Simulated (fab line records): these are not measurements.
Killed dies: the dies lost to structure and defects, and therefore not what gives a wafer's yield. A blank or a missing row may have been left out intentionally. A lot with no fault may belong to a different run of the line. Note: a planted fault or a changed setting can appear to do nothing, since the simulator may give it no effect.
Code-filled problem report in 8D (eight disciplines) form	flow gf180mcu	the parts of the form that need people (team, actions taken, sign-off) are left out

## 1. WHAT WENT WRONG
At GF_V3_CMP_04, time_to_endpoint_s averages 56 s over 2 wafers from 2 lots, while fault-free wafers read 82 s, standard deviation 4.3. Relative to the usual mean, that is a shift of -5.9 standard deviations.
The step: polishes SiO2.
Seen first at day 25 15:37 on cmp-01, wafer L917.4. The record holds 36 wafers of 12 lots with a number at this step. Rule for "out" (also "out of limits"): further than 4 standard deviations from the usual mean. The rest of the wafers with a number are treated as sound.

## 2. WHAT IT IS, AND WHAT IT ISN'T
question	is	is not
which readings at this step	time_to_endpoint_s	motor_current_A
which lots	L917, L918	L906, L907, L908, L909, L911, L912, L921, L924, L925, L926
which wafers of those lots	L917.4, L918.1	L917.1, L917.2, L918.2, L918.5
read on which tools	cmp-01	cmp-02
when	from day 25 15:37	up to then (20 sound wafers); but 14 sound wafers of L918, L921, L924, L925, L926 came after

## 3. SUSPECTS, AND WHAT RULES EACH OUT
Counting: any tool at a process step up to the reading remains a suspect provided it ran every lot that is out. Sound lots after the first of them don't rule it out here, since some wafers of a struck lot are sound.
- cmp-01 at GF_V3_CMP_04 (polishes SiO2): kept. It processed each lot that is out (first: L917, day 25 15:37); up to then, its last sound lot is L909 (day 22 07:20). Out on those wafers are its own readings of time_to_endpoint_s.
- At GF_V3_CMP_04, inside cmp-01: chamber 1 took the wafers that are out, while their sound lot-mates went through chambers 0, 2, 3.
The count leaves cmp-01 at GF_V3_CMP_04.

## 4. THE CAUSE (what the simulator had put in)
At GF_V3_CMP_04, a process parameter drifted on cmp-01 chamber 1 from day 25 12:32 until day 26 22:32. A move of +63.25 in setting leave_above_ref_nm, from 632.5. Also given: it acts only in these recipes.
After counting, this tool was the only one left.

## 5. SEQUENCE OF EFFECTS, ordered by route
Each row: a reading where the mean over the struck wafers with a number is more than 3 standard deviations away from the usual. Only readings for which the record gives a usual standard deviation are gone through. hours: the time from each lot's start at the first step in this table that gives one to its start at this step, as a median over the lots. sigmas: the change in usual standard deviations.
hours	step	reading	usual	on struck wafers	change	sigmas
0	GF_V3_CMP_04	time_to_endpoint_s	82 s	56	-26	-5.9
-	GF_V3_ETCH_17	oes_product_au	0.856 a.u.	0.903	+0.047	+11
Here are the process steps it includes:
- GF_V3_CMP_04: polishes SiO2.
- GF_V3_ETCH_17: etches SiO2 in C4F8/O2/Ar, stops on TiN, target depth 635 nm.

## 6. WHAT WOULD HAVE CAUGHT IT SOONER
In this record no reading fell out of limits until day 25 15:37, 3 hours after the fault had begun at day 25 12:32.
